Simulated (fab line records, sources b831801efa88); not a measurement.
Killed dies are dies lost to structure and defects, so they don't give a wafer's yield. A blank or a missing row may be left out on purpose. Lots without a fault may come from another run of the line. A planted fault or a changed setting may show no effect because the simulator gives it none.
fab line records | flow sfq_line
record lots=5 wafers=23
route steps=325 shown INCOMING@2 L0V@17 M0@36 I0@48 M1@65 I1@78 M2@93
start_h: hours from the record's first day to the start of the lot's first wafer shown | wait_h: hours since the lot's step before | " the same as in the row above | L1.1+2: a row that stands for several wafers | - no value, or no start given | * or withheld: withheld | < > ~ a bound
route shown NAME@n: a module of which the file shows steps, and the number in the route of the first | usual: mean/standard deviation of fault-free wafers | same: alike in all rows | chamber/n: place in a boat | sites: the reading at each site | _std_site: their standard deviation | _edge_site: outer sites' mean less inner sites' | radius_mm: how far each site lies from the wafer's centre | mask NAME#n: copy n | behind: the tool/chamber that last shaped the wafer | hold: why the lot was held/for how many hours/how that ended | device: the transistor (n, p or np) that didn't switch | end of line: the same wafers' tests at the end of the route | a step without rows: its recipe alone | killed: dies lost to structure and defects at the first sort, not the wafer's yield | map: a wafer's dies, x killed, . not, _ none there
set.NAME: the setting as run; set.NAME@STEP: as run at that earlier step | model.NAME: the simulator's own value behind a step, which no gauge read
lots whose settings were changed on purpose; a table a step, a row a wafer
## steps
# step SFQ_TRILAYER_INCOMING_OXIDATION_002
# recipe temp_c=1000 ambient=H2O target_thk_a=5000 p_h2o_torr=720 ox_time_s=4939
# columns lot.wafer tool chamber start_h wait_h set.ox_time_s model.SiO2_of_TRILAYER_INCOMING_OXIDATION_002.thk_nm
L078.1 - - - 0.1 5135 525.1
L078.2 " - " " 5135 526.8
L078.3 " - " " 5135 523
L078.5 " - " " 5135 523.3
L078.6 " - " " 5135 524
L080.3 furnace-01 0 40.12 0.1 4939 499.4
L080.4 " 0 " " 4939 499.3
L080.5 " 0 " " 4939 502.4
L082.1 - - - 0.1 4704 487.6
L082.2 " - " " 4704 486.8
L082.3 " - " " 4704 488.7
L082.5 " - " " 4704 489.2
L082.6 " - " " 4704 492.6
L083.1 - - - 0.1 4939 509.5
L083.3 " - " " 4939 515.7
L083.4 " - " " 4939 511.7
L083.5 " - " " 4939 508.6
L083.6 " - " " 4939 516.4
L084.1 - - - 0.1 5251 526.1
L084.2 " - " " 5251 527.1
L084.3 " - " " 5251 522.9
L084.4 " - " " 5251 530
L084.6 " - " " 5251 529.1
# step SFQ_TRILAYER_L0_VIA_LITHO_COAT_018
# recipe resist=BARC spin_rpm=3000 resist_thk_nm=62
# columns lot.wafer tool chamber start_h wait_h set.spin_rpm model.BARC_of_TRILAYER_L0_VIA_LITHO_COAT_018.thk_nm
L078.1 litho_track-02 0 99.67 0.3 3113 60.89
L078.2 " 0 " " 3000 62.12
L078.3 " 0 " " 3000 61.99
L078.5 " 0 " " 3113 61.03
L078.6 " 0 " " 3000 61.97
L080.3+5 litho_track-01 0 114.93 0.1 3000 62.03
L080.4 " 0 " " 3000 62
L082.1 litho_track-03 0 128.75 0.0 3000 62.05
L082.2 " 0 " " 3182 60.09
L082.3 " 0 " " 3000 61.93
L082.5 " 0 " " 3182 60.13
L082.6 " 0 " " 3182 60.22
L083.1 litho_track-03 0 132.84 0.0 3000 62.2
L083.3 " 0 " " 3000 62.23
L083.4 " 0 " " 2825 64.04
L083.5 " 0 " " 2825 64.02
L083.6 " 0 " " 3000 62.19
L084.1 litho_track-01 0 139.05 0.2 3000 61.82
L084.2 " 0 " " 3146 60.47
L084.3 " 0 " " 3146 60.52
L084.4 " 0 " " 3000 61.66
L084.6 " 0 " " 3146 60.28
# step SFQ_TRILAYER_L0_VIA_BARC_OPEN_VIA_ETCH_021
# recipe mask_material=PR chemistry=O2 target_depth_nm=125 target=BARC source_w=500 bias_w=80 pressure_mtorr=30 time_s=41.7
# columns lot.wafer tool chamber start_h wait_h set.time_s set.spin_rpm@TRILAYER_L0_VIA_LITHO_COAT_018 model.etch.depth_nm
L078.1 rie_diel-01 2 184.84 0.0 46.81 3113 60.89
L078.2 " 3 " " 41.7 3000 62.12
L078.3 " 1 " " 41.7 3000 61.99
L078.5 " 1 " " 41.7 3113 61.03
L078.6 " 0 " " 46.81 3000 61.97
L080.3+5 rie_diel-03 3 199.24 0.0 41.7 3000 62.03
L080.4 " 2 " " 41.7 3000 62
L082.1+3 rie_diel-04 2,0 219.64 0.0 41.7 3000 -
L082.2 " 3 " " 41.7 3182 60.09
L082.5 " 0 " " 44.57 3182 60.13
L082.6 " 1 " " 44.57 3182 60.22
L083.1+3 rie_diel-04 1,0 225.64 0.0 41.7 3000 -
L083.4 " 2 " " 41.7 2825 64.04
L083.5 " 1 " " 41.7 2825 -
L083.6 " 2 " " 41.7 3000 62.19
L084.1 rie_diel-01 2 232.84 0.0 41.7 3000 61.82
L084.2 " 1 " " 41.7 3146 60.47
L084.3+6 " 3,2 " " 41.7 3146 -
L084.4 " 3 " " 41.7 3000 61.66
# step SFQ_TRILAYER_M0_LITHO_PEB_024
# recipe peb_temp_c=115 peb_time_s=60 resist=KrF
# columns lot.wafer tool chamber start_h wait_h set.peb_time_s
L078.1+2+3+5+6 litho_track-03 0 187.94 1.0 60
L080.3+4+5 litho_track-03 0 202.41 0.7 60
L082.1+5+6 litho_track-04 0 232.27 1.0 62.96
L082.2+3 " 0 " " 60
L083.1+3+4 litho_track-03 0 239.47 1.0 60
L083.5+6 " 0 " " 56.85
L084.1+4+6 litho_track-04 0 246.67 1.0 64.74
L084.2+3 " 0 " " 60
# step SFQ_TRILAYER_M0_LITHO_DEVELOP_023
# recipe time_s=60 resist=KrF
# step SFQ_TRILAYER_M0_BARC_OPEN_METAL_ETCH_031
# recipe mask_material=PR chemistry=O2 target_depth_nm=125 target=BARC icp_w=600 bias_w=80 pressure_mtorr=10 time_s=41.7
# columns lot.wafer tool chamber start_h wait_h set.peb_time_s@TRILAYER_M0_LITHO_PEB_024 model.M0.cd_nm
L078.1 rie_metal-03 0 188.28 0.0 60 499.9
L078.2 " 1 " " 60 500.6
L078.3 " 1 " " 60 502.5
L078.5 " 1 " " 60 500.7
L078.6 " 0 " " 60 500.4
L080.3 rie_metal-01 1 202.71 0.0 60 499.4
L080.4 " 0 " " 60 500.4
L080.5 " 1 " " 60 499
L082.1 rie_metal-03 1 232.61 0.0 62.96 496.9
L082.2 " 0 " " 60 502.3
L082.3 " 1 " " 60 503.3
L082.5 " 0 " " 62.96 493.6
L082.6 " 1 " " 62.96 496.4
L083.1 rie_metal-04 0 239.81 0.0 60 501.3
L083.3 " 0 " " 60 499.9
L083.4 " 1 " " 60 501
L083.5 " 0 " " 56.85 507.7
L083.6 " 1 " " 56.85 507.8
L084.1 rie_metal-04 1 247.01 0.0 64.74 491.3
L084.2 " 0 " " 60 499.6
L084.3 " 0 " " 60 501.2
L084.4 " 1 " " 64.74 490.3
L084.6 " 0 " " 64.74 491.1
# step SFQ_TRILAYER_M0_ETCH_METAL_ETCH_024
# recipe target=Nb stop_on=SiO2 mask_material=PR chemistry=Cl2/Ar target_depth_nm=240 icp_w=600 bias_w=80 pressure_mtorr=10 time_s=120
# usual oes_product_au=0.876/0.0056
# columns lot.wafer tool chamber start_h wait_h set.time_s set.peb_time_s@TRILAYER_M0_LITHO_PEB_024 oes_product_au model.KrF_of_TRILAYER_M0_LITHO_COAT_021.thk_nm model.M0.cd_nm
L078.1 rie_metal-03 0 188.34 0.0 120 60 0.881 376.9 500.4
L078.2 " 1 " " 120 60 0.875 375.9 500.2
L078.3 " 1 " " 120 60 0.871 374.9 502.2
L078.5 " 1 " " 120 60 0.867 375.6 501.5
L078.6 " 0 " " 120 60 0.871 374.7 501.3
L080.3 rie_metal-01 1 202.80 0.1 120 60 0.876 371.6 498.5
L080.4 " 0 " " 120 60 0.881 376.5 498.6
L080.5 " 1 " " 120 60 0.881 373.9 498.7
L082.1 rie_metal-03 1 232.67 0.0 120 62.96 0.868 374.8 499.1
L082.2 " 0 " " 115.3 60 0.904 378.9 502.3
L082.3 " 1 " " 115.3 60 0.895 379.7 504.9
L082.5 " 0 " " 120 62.96 0.872 374.9 495.1
L082.6 " 1 " " 115.3 62.96 0.890 381.7 497
L083.1 rie_metal-04 0 239.87 0.0 120 60 0.874 386.6 501.6
L083.3 " 0 " " 120 60 0.884 386.6 501
L083.4 " 1 " " 126.5 60 0.877 374.8 499.5
L083.5 " 0 " " 120 56.85 0.883 384.3 508.4
L083.6 " 1 " " 126.5 56.85 0.870 371.8 505.7
L084.1 rie_metal-04 1 247.07 0.0 120 64.74 0.874 380.5 490.7
L084.2 " 0 " " 120 60 0.874 385.9 502.7
L084.3 " 0 " " 104.1 60 0.949 402.2 503
L084.4 " 1 " " 104.1 64.74 0.948 398.2 488.9
L084.6 " 0 " " 120 64.74 0.876 385.4 492.7
# step SFQ_TRILAYER_I0_VIA_LITHO_COAT_031
# recipe resist=KrF spin_rpm=3000 resist_thk_nm=650
# columns lot.wafer tool chamber start_h wait_h set.spin_rpm model.KrF_of_TRILAYER_I0_VIA_LITHO_COAT_031.thk_nm
L078.1 litho_track-02 0 193.98 0.2 3210 626.9
L078.2 " 0 " " 3210 628
L078.3 " 0 " " 3000 648
L078.5 " 0 " " 3210 628.6
L078.6 " 0 " " 3000 651.2
L080.3 litho_track-02 0 208.45 0.2 3000 649.7
L080.4 " 0 " " 3000 648.8
L080.5 " 0 " " 3000 649.1
L082.1 litho_track-02 0 243.79 0.2 3183 628.3
L082.2 " 0 " " 3000 648.4
L082.3 " 0 " " 3000 648.1
L082.5 " 0 " " 3000 647.2
L082.6 " 0 " " 3183 630.2
L083.1 litho_track-01 0 249.67 0.2 3000 649.7
L083.3 " 0 " " 3000 649.6
L083.4 " 0 " " 3000 651.6
L083.5 " 0 " " 3000 651.7
L083.6 " 0 " " 3000 650.7
L084.1 litho_track-02 0 257.19 0.2 3000 651.3
L084.2 " 0 " " 3000 650
L084.3 " 0 " " 2787 676.2
L084.4 " 0 " " 3000 651.2
L084.6 " 0 " " 2787 673.4
# step SFQ_TRILAYER_I0_VIA_LITHO_PEB_034
# recipe peb_temp_c=115 peb_time_s=60 resist=KrF
# columns lot.wafer tool chamber start_h wait_h set.peb_temp_c
L078.1+2 litho_track-02 0 300.22 1.0 116.6
L078.3+5+6 " 0 " " 115
L080.3+4+5 litho_track-02 0 317.50 0.7 115
L082.1+2 litho_track-04 0 346.25 1.0 115
L082.3+5+6 " 0 " " 114
L083.1+4 litho_track-04 0 349.85 1.0 115
L083.3+5+6 " 0 " " 116.3
L084.1+4 litho_track-02 0 355.85 1.0 111.6
L084.2+3+6 " 0 " " 115
# step SFQ_TRILAYER_I0_VIA_LITHO_DEVELOP_033
# recipe time_s=60 resist=KrF
# step SFQ_TRILAYER_I0_VIA_BARC_OPEN_VIA_ETCH_046
# recipe mask_material=PR chemistry=O2 target_depth_nm=125 target=BARC source_w=500 bias_w=80 pressure_mtorr=30 time_s=41.7
# columns lot.wafer tool chamber start_h wait_h set.peb_temp_c@TRILAYER_I0_VIA_LITHO_PEB_034 model.I0.cd_nm
L078.1 rie_diel-02 1 300.56 0.0 116.6 530.5
L078.2 " 0 " " 116.6 529.5
L078.3 " 3 " " 115 502.6
L078.5 " 1 " " 115 503.9
L078.6 " 0 " " 115 501.8
L080.3 rie_diel-03 2 317.79 0.0 115 501.6
L080.4 " 2 " " 115 500.5
L080.5 " 1 " " 115 502.7
L082.1 rie_diel-02 2 346.59 0.0 115 502
L082.2 " 1 " " 115 502.6
L082.3 " 0 " " 114 482.4
L082.5 " 1 " " 114 483.7
L082.6 " 0 " " 114 481.9
L083.1 rie_diel-04 1 350.19 0.0 115 500.8
L083.3 " 2 " " 116.3 521.3
L083.4 " 0 " " 115 500.4
L083.5 " 2 " " 116.3 520.8
L083.6 " 3 " " 116.3 522.5
L084.1 rie_diel-03 2 356.19 0.0 111.6 430.4
L084.2 " 1 " " 115 499.7
L084.3 " 0 " " 115 499.8
L084.4 " 3 " " 111.6 429.2
L084.6 " 3 " " 115 500.3
# step SFQ_TRILAYER_I0_VIA_ETCH_VIA_ETCH_034
# recipe target=SiO2 stop_on=Nb mask_material=PR taper_deg=20 chemistry=CHF3 target_depth_nm=260 source_w=500 bias_w=80 pressure_mtorr=30 time_s=withheld
# columns lot.wafer tool chamber start_h wait_h set.bias_w set.spin_rpm@TRILAYER_I0_VIA_LITHO_COAT_031 set.peb_temp_c@TRILAYER_I0_VIA_LITHO_PEB_034 model.I0.cd_nm model.KrF_of_TRILAYER_I0_VIA_LITHO_COAT_031.thk_nm
L078.1 rie_diel-02 1 300.60 0.0 80 3210 116.6 532 505.2
L078.2 " 0 " " 71.36 3210 116.6 530.3 507.3
L078.3 " 3 " " 80 3000 115 501.7 525
L078.5 " 1 " " 80 3210 115 504.5 506.1
L078.6 " 0 " " 71.36 3000 115 502.2 531
L080.3 rie_diel-03 2 317.83 0.0 80 3000 115 501.2 526.4
L080.4 " 2 " " 80 3000 115 499.9 525.1
L080.5 " 1 " " 80 3000 115 505.3 527
L082.1 rie_diel-02 2 346.63 0.0 80 3183 115 503.4 505.5
L082.2 " 1 " " 70.61 3000 115 502.9 527.5
L082.3 " 0 " " 80 3000 114 480.6 527.6
L082.5 " 1 " " 70.61 3000 114 484.6 527.4
L082.6 " 0 " " 80 3183 114 480.8 509.9
L083.1 rie_diel-04 1 350.23 0.0 80 3000 115 500.1 527.5
L083.3 " 2 " " 77.46 3000 116.3 517.9 527.9
L083.4 " 0 " " 77.46 3000 115 501.8 531.3
L083.5 " 2 " " 77.46 3000 116.3 518.7 530.4
L083.6 " 3 " " 80 3000 116.3 522.5 530.5
L084.1 rie_diel-03 2 356.23 0.0 75.58 3000 111.6 430.1 528.7
L084.2 " 1 " " 75.58 3000 115 501.7 529.8
L084.3 " 0 " " 75.58 2787 115 498.8 556.5
L084.4 " 3 " " 80 3000 111.6 428.9 532
L084.6 " 3 " " 80 2787 115 500.2 554.3
# step SFQ_TRILAYER_M1_LITHO_EXPOSE_040
# recipe mask_id=M1 na=0.6 source_shape=conventional sigma_outer=0.65 target_cd_nm=500 dose_mj=14.4
# columns lot.wafer tool chamber start_h wait_h mask set.dose_mj
L078.1+3 krf_scanner-02 0 303.75 - M1#0 14.94
L078.2+5+6 " 0 " " M1#0 14.4
L080.3+4+5 krf_scanner-02 0 325.75 - M1#0 14.4
L082.1+2+6 krf_scanner-02 0 364.88 - M1#0 13.48
L082.3+5 " 0 " " M1#0 14.4
L083.1+5+6 krf_scanner-02 0 366.08 - M1#0 14.4
L083.3+4 " 0 " " M1#0 14.83
L084.1+4+6 krf_scanner-02 0 369.78 - M1#0 14.4
L084.2+3 " 0 " " M1#0 13.93
# step SFQ_TRILAYER_M1_LITHO_PEB_042
# recipe peb_temp_c=115 peb_time_s=60 resist=KrF
# step SFQ_TRILAYER_M1_LITHO_DEVELOP_041
# recipe time_s=60 resist=KrF
# step SFQ_TRILAYER_M1_BARC_OPEN_METAL_ETCH_054
# recipe mask_material=PR chemistry=O2 target_depth_nm=125 target=BARC icp_w=600 bias_w=80 pressure_mtorr=10 time_s=41.7
# columns lot.wafer tool chamber start_h wait_h set.dose_mj@TRILAYER_M1_LITHO_EXPOSE_040 model.M1.cd_nm
L078.1 rie_metal-01 1 305.28 0.0 14.94 493.1
L078.2+5 " 0 " " 14.4 499.2
L078.3 " 1 " " 14.94 492.3
L078.6 " 1 " " 14.4 497.7
L080.3 rie_metal-03 0 326.90 0.0 14.4 499.9
L080.4+5 " 1 " " 14.4 499.1
L082.1 rie_metal-03 1 366.42 0.0 13.48 513.3
L082.2 " 0 " " 13.48 513.8
L082.3 " 1 " " 14.4 503.7
L082.5 " 0 " " 14.4 503.1
L082.6 " 1 " " 13.48 513.5
L083.1 rie_metal-01 1 367.62 0.0 14.4 496.9
L083.3 " 0 " " 14.83 494.3
L083.4 " 1 " " 14.83 491.3
L083.5 " 0 " " 14.4 499.8
L083.6 " 1 " " 14.4 496.6
L084.1 rie_metal-02 0 371.32 0.0 14.4 500.9
L084.2 " 1 " " 13.93 506.4
L084.3 " 0 " " 13.93 506.7
L084.4 " 1 " " 14.4 501.3
L084.6 " 1 " " 14.4 499.7
# step SFQ_TRILAYER_I1_VIA_LITHO_COAT_049
# recipe resist=KrF spin_rpm=3000 resist_thk_nm=650
# columns lot.wafer tool chamber start_h wait_h set.spin_rpm model.KrF_of_TRILAYER_I1_VIA_LITHO_COAT_049.thk_nm
L078.1 litho_track-01 0 314.19 0.2 2909 661.2
L078.2 " 0 " " 2909 660.1
L078.3 " 0 " " 2909 659.9
L078.5 " 0 " " 3000 650.5
L078.6 " 0 " " 3000 651.4
L080.3 litho_track-01 0 333.49 0.2 3000 649.9
L080.4 " 0 " " 3000 651.7
L080.5 " 0 " " 3000 651
L082.1 litho_track-02 0 372.25 0.2 3000 647.6
L082.2 " 0 " " 3000 650.5
L082.3+6 " 0 " " 3000 650.2
L082.5 " 0 " " 3000 650.1
L083.1 litho_track-01 0 378.25 0.2 3166 633.7
L083.3 " 0 " " 3000 649.6
L083.4 " 0 " " 3000 650.4
L083.5 " 0 " " 3166 632.6
L083.6 " 0 " " 3000 650.6
L084.1 litho_track-01 0 384.25 0.2 2789 676.4
L084.2 " 0 " " 3000 652.7
L084.3 " 0 " " 2789 677
L084.4 " 0 " " 2789 676.5
L084.6 " 0 " " 3000 654
# step SFQ_TRILAYER_I1_VIA_LITHO_EXPOSE_050
# recipe mask_id=I1 na=0.6 source_shape=conventional sigma_outer=0.65 target_cd_nm=500 dose_mj=21.3
# columns lot.wafer tool chamber start_h wait_h mask set.dose_mj
L078.1+5+6 krf_scanner-01 0 442.25 - I1#0 21.3
L078.2+3 " 0 " " I1#0 22.66
L080.3+4+5 krf_scanner-01 0 470.50 - I1#0 21.3
L082.1+6 krf_scanner-02 0 520.18 - I1#0 21.3
L082.2+3+5 " 0 " " I1#0 21.75
L083.1+4+6 krf_scanner-02 0 529.78 - I1#0 20.63
L083.3+5 " 0 " " I1#0 21.3
L084.1+6 krf_scanner-02 0 536.98 - I1#0 19.85
L084.2+3+4 " 0 " " I1#0 21.3
# step SFQ_TRILAYER_I1_VIA_LITHO_PEB_052
# recipe peb_temp_c=115 peb_time_s=60 resist=KrF
# step SFQ_TRILAYER_I1_VIA_LITHO_DEVELOP_051
# recipe time_s=60 resist=KrF
# step SFQ_TRILAYER_I1_VIA_BARC_OPEN_VIA_ETCH_071
# recipe mask_material=PR chemistry=O2 target_depth_nm=125 target=BARC source_w=511.5 bias_w=80 pressure_mtorr=30 time_s=41.7
# columns lot.wafer tool chamber start_h wait_h set.dose_mj@TRILAYER_I1_VIA_LITHO_EXPOSE_050 model.I1.cd_nm
L078.1 rie_diel-01 2 443.79 0.0 21.3 499
L078.2 " 3 " " 22.66 511.7
L078.3 " 0 " " 22.66 509.4
L078.5+6 " 0,1 " " 21.3 499.1
L080.3 rie_diel-03 3 471.64 0.0 21.3 500.2
L080.4 " 2 " " 21.3 500.4
L080.5 " 0 " " 21.3 502.4
L082.1 rie_diel-03 3 521.72 0.0 21.3 502.3
L082.2 " 2 " " 21.75 504.2
L082.3 " 0 " " 21.75 506
L082.5 " 1 " " 21.75 502.5
L082.6 " 0 " " 21.3 502.5
L083.1 rie_diel-02 1 531.32 0.0 20.63 495.5
L083.3 " 0 " " 21.3 499.1
L083.4 " 2 " " 20.63 496
L083.5 " 3 " " 21.3 500.2
L083.6 " 0 " " 20.63 494.5
L084.1 rie_diel-01 3 538.52 0.0 19.85 486.8
L084.2 " 2 " " 21.3 497.6
L084.3 " 0 " " 21.3 497.5
L084.4 " 0 " " 21.3 498.4
L084.6 " 3 " " 19.85 488.6
# step SFQ_TRILAYER_I1_VIA_ETCH_VIA_ETCH_052
# recipe target=SiO2 stop_on=Nb mask_material=PR taper_deg=20 chemistry=CHF3 target_depth_nm=260 source_w=500 bias_w=80 pressure_mtorr=30 time_s=withheld
# columns lot.wafer tool chamber start_h wait_h set.bias_w set.dose_mj@TRILAYER_I1_VIA_LITHO_EXPOSE_050 model.I1.cd_nm
L078.1 rie_diel-01 2 443.83 0.0 80 21.3 497.7
L078.2 " 3 " " 80 22.66 513
L078.3 " 0 " " 76.84 22.66 508.8
L078.5 " 0 " " 80 21.3 497.8
L078.6 " 1 " " 76.84 21.3 497.6
L080.3 rie_diel-03 3 471.68 0.0 80 21.3 499.4
L080.4 " 2 " " 80 21.3 499
L080.5 " 0 " " 80 21.3 501.6
L082.1 rie_diel-03 3 521.76 0.0 80 21.3 501.1
L082.2 " 2 " " 85.89 21.75 503.4
L082.3 " 0 " " 85.89 21.75 506.3
L082.5 " 1 " " 80 21.75 500.5
L082.6 " 0 " " 85.89 21.3 501.5
L083.1 rie_diel-02 1 531.36 0.0 76.25 20.63 495.2
L083.3 " 0 " " 80 21.3 498.9
L083.4 " 2 " " 76.25 20.63 498.2
L083.5 " 3 " " 76.25 21.3 499.7
L083.6 " 0 " " 80 20.63 494.4
L084.1 rie_diel-01 3 538.56 0.0 80 19.85 489.2
L084.2 " 2 " " 80 21.3 498.2
L084.3 " 0 " " 80 21.3 498.4
L084.4 " 0 " " 80 21.3 499
L084.6 " 3 " " 80 19.85 491.4
# step SFQ_TRILAYER_M2_LITHO_COAT_057
# recipe resist=KrF spin_rpm=3000 resist_thk_nm=600
# columns lot.wafer tool chamber start_h wait_h set.resist_thk_nm model.KrF_of_TRILAYER_M2_LITHO_COAT_057.thk_nm
L078.1 litho_track-03 0 445.31 0.2 600 598.9
L078.2 " 0 " " 600 600.4
L078.3 " 0 " " 600 599.2
L078.5 " 0 " " 600 598.1
L078.6 " 0 " " 600 598.7
L080.3 litho_track-01 0 473.26 0.2 600 602.9
L080.4 " 0 " " 600 602.8
L080.5 " 0 " " 600 601.3
L082.1 litho_track-04 0 523.84 0.2 600 598.2
L082.2 " 0 " " 583.2 580.8
L082.3 " 0 " " 600 599.2
L082.5 " 0 " " 583.2 583.7
L082.6 " 0 " " 600 597.3
L083.1 litho_track-03 0 532.84 0.2 600 602.4
L083.3 " 0 " " 600 602.5
L083.4 " 0 " " 600 601.5
L083.5+6 " 0 " " 600 601.9
L084.1 litho_track-04 0 540.06 0.2 600 596.2
L084.2 " 0 " " 631.3 630.4
L084.3 " 0 " " 600 597.2
L084.4 " 0 " " 631.3 629.1
L084.6 " 0 " " 631.3 630
## key
split step=SFQ_TRILAYER_INCOMING_OXIDATION_002 setting=ox_time_s stated=4939 by=lot
response step=SFQ_TRILAYER_INCOMING_OXIDATION_002 reading=model.SiO2_of_TRILAYER_INCOMING_OXIDATION_002.thk_nm change=+3.58 per=1% r=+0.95
split step=SFQ_TRILAYER_L0_VIA_LITHO_COAT_018 setting=spin_rpm stated=3000 by=wafer
response step=SFQ_TRILAYER_L0_VIA_LITHO_COAT_018 reading=model.BARC_of_TRILAYER_L0_VIA_LITHO_COAT_018.thk_nm change=-0.297 per=1% r=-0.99
response step=SFQ_TRILAYER_L0_VIA_BARC_OPEN_VIA_ETCH_021 reading=model.etch.depth_nm change=-0.288 per=1% r=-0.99
split step=SFQ_TRILAYER_L0_VIA_BARC_OPEN_VIA_ETCH_021 setting=time_s stated=41.7 by=wafer
response none clear
split step=SFQ_TRILAYER_M0_LITHO_PEB_024 setting=peb_time_s stated=60 by=wafer
response step=SFQ_TRILAYER_M0_BARC_OPEN_METAL_ETCH_031 reading=model.M0.cd_nm change=-1.29 per=1% r=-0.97
response step=SFQ_TRILAYER_M0_ETCH_METAL_ETCH_024 reading=model.M0.cd_nm change=-1.41 per=1% r=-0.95
split step=SFQ_TRILAYER_M0_ETCH_METAL_ETCH_024 setting=time_s stated=120 by=wafer
response step=SFQ_TRILAYER_M0_ETCH_METAL_ETCH_024 reading=oes_product_au change=-0.00509 per=1% r=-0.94
response step=SFQ_TRILAYER_M0_ETCH_METAL_ETCH_024 reading=model.KrF_of_TRILAYER_M0_LITHO_COAT_021.thk_nm change=-1.38 per=1% r=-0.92
split step=SFQ_TRILAYER_I0_VIA_LITHO_COAT_031 setting=spin_rpm stated=3000 by=wafer
response step=SFQ_TRILAYER_I0_VIA_LITHO_COAT_031 reading=model.KrF_of_TRILAYER_I0_VIA_LITHO_COAT_031.thk_nm change=-3.19 per=1% r=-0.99
response step=SFQ_TRILAYER_I0_VIA_ETCH_VIA_ETCH_034 reading=model.KrF_of_TRILAYER_I0_VIA_LITHO_COAT_031.thk_nm change=-3.32 per=1% r=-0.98
split step=SFQ_TRILAYER_I0_VIA_LITHO_PEB_034 setting=peb_temp_c stated=115 by=wafer
response step=SFQ_TRILAYER_I0_VIA_BARC_OPEN_VIA_ETCH_046 reading=model.I0.cd_nm change=+22.5 per=1% r=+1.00
response step=SFQ_TRILAYER_I0_VIA_ETCH_VIA_ETCH_034 reading=model.I0.cd_nm change=+22.7 per=1% r=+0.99
split step=SFQ_TRILAYER_I0_VIA_ETCH_VIA_ETCH_034 setting=bias_w stated=80 by=wafer
response none clear
split step=SFQ_TRILAYER_M1_LITHO_EXPOSE_040 setting=dose_mj stated=14.4 by=wafer
response step=SFQ_TRILAYER_M1_BARC_OPEN_METAL_ETCH_054 reading=model.M1.cd_nm change=-1.63 per=1% r=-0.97
split step=SFQ_TRILAYER_I1_VIA_LITHO_COAT_049 setting=spin_rpm stated=3000 by=wafer
response step=SFQ_TRILAYER_I1_VIA_LITHO_COAT_049 reading=model.KrF_of_TRILAYER_I1_VIA_LITHO_COAT_049.thk_nm change=-3.21 per=1% r=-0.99
split step=SFQ_TRILAYER_I1_VIA_LITHO_EXPOSE_050 setting=dose_mj stated=21.3 by=wafer
response step=SFQ_TRILAYER_I1_VIA_BARC_OPEN_VIA_ETCH_071 reading=model.I1.cd_nm change=+1.58 per=1% r=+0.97
response step=SFQ_TRILAYER_I1_VIA_ETCH_VIA_ETCH_052 reading=model.I1.cd_nm change=+1.53 per=1% r=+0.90
split step=SFQ_TRILAYER_I1_VIA_ETCH_VIA_ETCH_052 setting=bias_w stated=80 by=wafer
response none clear
split step=SFQ_TRILAYER_M2_LITHO_COAT_057 setting=resist_thk_nm stated=600 by=wafer
response step=SFQ_TRILAYER_M2_LITHO_COAT_057 reading=model.KrF_of_TRILAYER_M2_LITHO_COAT_057.thk_nm change=+6.21 per=1% r=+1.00
